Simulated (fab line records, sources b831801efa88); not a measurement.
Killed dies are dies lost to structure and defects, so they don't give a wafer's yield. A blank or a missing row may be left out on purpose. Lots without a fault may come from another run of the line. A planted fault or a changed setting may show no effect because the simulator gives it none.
Which tool did it? | flow sky130 | 11 lots, 32 wafers sampled, at 6 steps of a route of 708

WHAT THE GAUGES READ, wafer by wafer
SKY_CONTACT_THK_MEAS_01. Usual: CONTACT_CVD_00_THK 74.8 nm, standard deviation 1.1.
lot  | measured     | on            | CONTACT_CVD_00_THK (nm) | flag
L731 | day 31 09:15 | film_metro-01 | 72.9 74.8 75.6          |
L732 | day 31 20:17 | film_metro-04 | 73.3 74.1 76.0          |
L734 | day 32 12:20 | film_metro-04 | 74.2 74.7 76.1          |
L739 | day 34 03:37 | film_metro-01 | 73.8 73.0               |
L741 | day 34 10:44 | film_metro-04 | 73.3 75.3 74.9          |
L742 | day 35 02:43 | film_metro-04 | 75.5 75.4 74.1          |
L747 | day 36 18:41 | film_metro-03 | 72.4 73.7 75.6          |
L748 | day 37 01:10 | film_metro-03 | 72.7 75.3 76.7          |
L746 | day 37 03:43 | film_metro-04 | 75.6 76.7 76.1          |
L749 | day 37 07:49 | film_metro-03 | 74.2 73.1 75.8          |
L751 | day 37 23:37 | film_metro-01 | 73.2 75.0 74.2          |

SKY_CONTACT_THK_MEAS_03. Usual: CONTACT_HDPCVD_THK 565 nm, standard deviation 8.2.
lot  | measured     | on            | CONTACT_HDPCVD_THK (nm) | flag
L731 | day 31 09:23 | film_metro-04 | 556 559 564             |
L732 | day 31 20:25 | film_metro-04 | 580 579 563             |
L734 | day 32 12:28 | film_metro-03 | 565 568 561             |
L739 | day 34 03:45 | film_metro-01 | 568 564                 |
L741 | day 34 10:52 | film_metro-01 | 580 566 573             |
L742 | day 35 02:51 | film_metro-03 | 590 588 586             |
L747 | day 36 18:49 | film_metro-03 | 553 553 562             |
L748 | day 37 01:17 | film_metro-04 | 572 566 571             |
L746 | day 37 03:50 | film_metro-03 | 570 560 573             |
L749 | day 37 07:56 | film_metro-04 | 580 572 574             |
L751 | day 37 23:44 | film_metro-03 | 564 569 569             |

SKY_CONTACT_RS_MEAS_25: measures by four-point-probe. Usual: CONTACT_W_RS 0.337 ohm/sq, standard deviation 0.0042.
lot  | measured     | on            | CONTACT_W_RS (ohm/sq) | flag
L731 | day 32 14:44 | film_metro-04 | 0.335 0.336 0.334     |
L732 | day 33 01:04 | film_metro-01 | 0.331 0.340 0.329     |
L734 | day 33 16:11 | film_metro-03 | 0.336 0.328 0.334     |
L739 | day 35 07:18 | film_metro-03 | 0.635 0.641           | OFF
L741 | day 35 15:01 | film_metro-04 | 0.333 0.642 0.333     | OFF
L742 | day 36 06:15 | film_metro-03 | 0.638 0.337 0.338     | OFF
L747 | day 37 22:54 | film_metro-01 | 0.329 0.336 0.345     |
L748 | day 38 04:23 | film_metro-03 | 0.346 0.335 0.336     |
L746 | day 38 06:53 | film_metro-04 | 0.340 0.335 0.341     |
L749 | day 38 10:43 | film_metro-01 | 0.332 0.338 0.345     |
L751 | day 39 02:08 | film_metro-04 | 0.339 0.339 0.335     |

SKY_CONTACT_THK_MEAS_26: measures by xrf. Usual: CONTACT_W_THK 330 nm, standard deviation 4.6.
lot  | measured     | on            | CONTACT_W_THK (nm) | flag
L731 | day 32 14:52 | film_metro-04 | 333 331 332        |
L732 | day 33 01:11 | film_metro-01 | 333 329 336        |
L734 | day 33 16:17 | film_metro-03 | 325 332 328        |
L739 | day 35 07:25 | film_metro-03 | 176 174            | OFF
L741 | day 35 15:08 | film_metro-04 | 334 177 332        | OFF
L742 | day 36 06:21 | film_metro-03 | 178 329 326        | OFF
L747 | day 37 23:01 | film_metro-01 | 341 336 325        |
L748 | day 38 04:29 | film_metro-03 | 320 329 329        |
L746 | day 38 06:59 | film_metro-04 | 325 333 326        |
L749 | day 38 10:50 | film_metro-01 | 336 330 325        |
L751 | day 39 02:14 | film_metro-04 | 329 327 334        |

WHICH TOOL RAN EACH LOT (tool, then ch and the chambers of the sampled wafers, then the start)
lot  | SKY_CONTACT_CMP_04            | SKY_CONTACT_CVD_24
L731 | cmp-02 ch 1,2,3, day 31 09:26 | cvd_w-02 ch 0,1, day 32 14:38
L732 | cmp-01 ch 0,1,3, day 31 20:31 | cvd_w-01 ch 0,1, day 33 00:57
L734 | cmp-01 ch 0,2, day 32 12:34   | cvd_w-02 ch 0,1, day 33 16:03
L739 | cmp-02 ch 0,1, day 34 04:08   | cvd_w-02 ch 1, day 35 07:10
L741 | cmp-02 ch 0,2,3, day 34 10:58 | cvd_w-02 ch 0,1, day 35 14:55
L742 | cmp-02 ch 0,1,3, day 35 03:06 | cvd_w-02 ch 0,1, day 36 06:08
L747 | cmp-02 ch 0,2,3, day 36 18:58 | cvd_w-01 ch 0,1, day 37 22:46
L748 | cmp-02 ch 1,3, day 37 01:23   | cvd_w-01 ch 0,1, day 38 04:16
L746 | cmp-02 ch 1,3, day 37 03:53   | cvd_w-01 ch 0,1, day 38 06:46
L749 | cmp-01 ch 0,1,3, day 37 08:03 | cvd_w-01 ch 0,1, day 38 10:37
L751 | cmp-01 ch 0,3, day 37 23:50   | cvd_w-02 ch 0,1, day 39 02:02
- SKY_CONTACT_CMP_04: polishes SiO2.
- SKY_CONTACT_CVD_24: deposits W, target thk 340 nm, time 102.12 s.

WHAT THE TOOLS THEMSELVES READ (means of the sampled wafers that have a number; where no wafer has one, the mark that the record gives instead)
SKY_CONTACT_CMP_04. Usual: motor_current_A 11.8 A, standard deviation 1.2; slurry_flow_ml_min 150.0, standard deviation 0.47; time_to_endpoint_s 84 s, standard deviation 7.3.
lot  | tool   | motor_current_A (A) | slurry_flow_ml_min | time_to_endpoint_s (s) | flag
L731 | cmp-02 | 11.6                | 150.1              | 83                     |
L732 | cmp-01 | 13.2                | 149.6              | 89                     |
L734 | cmp-01 | 11.6                | 150.1              | 86                     |
L739 | cmp-02 | 10.4                | 149.4              | 82                     |
L741 | cmp-02 | 11.7                | 150.1              | 91                     |
L742 | cmp-02 | 11.1                | 149.4              | 90                     |
L747 | cmp-02 | 11.6                | 149.9              | 81                     |
L748 | cmp-02 | 11.2                | 149.3              | 82                     |
L746 | cmp-02 | 11.0                | 149.5              | 79                     |
L749 | cmp-01 | 13.1                | 150.4              | 90                     |
L751 | cmp-01 | 13.3                | 150.6              | 87                     |

SKY_CONTACT_CVD_24. Usual: chamber_pressure_Torr 40.00 Torr, standard deviation 0.087; heater_power_w 937 W, standard deviation 78.
lot  | tool     | chamber_pressure_Torr (Torr) | heater_power_w (W) | flag
L731 | cvd_w-02 | 39.99                        | 1001               |
L732 | cvd_w-01 | 40.07                        | 900                |
L734 | cvd_w-02 | 40.05                        | 1003               |
L739 | cvd_w-02 | 40.01                        | 866                |
L741 | cvd_w-02 | 39.99                        | 958                |
L742 | cvd_w-02 | 39.97                        | 950                |
L747 | cvd_w-01 | 39.95                        | 902                |
L748 | cvd_w-01 | 39.97                        | 901                |
L746 | cvd_w-01 | 39.92                        | 894                |
L749 | cvd_w-01 | 39.90                        | 890                |
L751 | cvd_w-02 | 40.03                        | 1015               |

THE ANSWER, worked out from the rows above alone
Rule: a lot is off if the mean of its wafers that have a number lies more than 3 standard deviations from the usual mean. A lot without any number at a reading at which 4 lots or more have one is off too. The other lots that the step has rows for count as sound. The gauges are gone through in route order, then the tools' own readings, and for those a lot's mean is taken as printed above. The first step at which some lot is off is used, and at that step the reading that is off furthest; a lot without a number counts as furthest.
Off: L739, L741, L742, at SKY_CONTACT_RS_MEAS_25 (CONTACT_W_RS).
A tool fits if, at a process step before that reading, it ran every lot that is off, and no sound lot after the first of them. The gauges at SKY_CONTACT_RS_MEAS_25 are tried like those tools. None of those tried fits.

WHAT THE SIMULATOR HAD PUT IN
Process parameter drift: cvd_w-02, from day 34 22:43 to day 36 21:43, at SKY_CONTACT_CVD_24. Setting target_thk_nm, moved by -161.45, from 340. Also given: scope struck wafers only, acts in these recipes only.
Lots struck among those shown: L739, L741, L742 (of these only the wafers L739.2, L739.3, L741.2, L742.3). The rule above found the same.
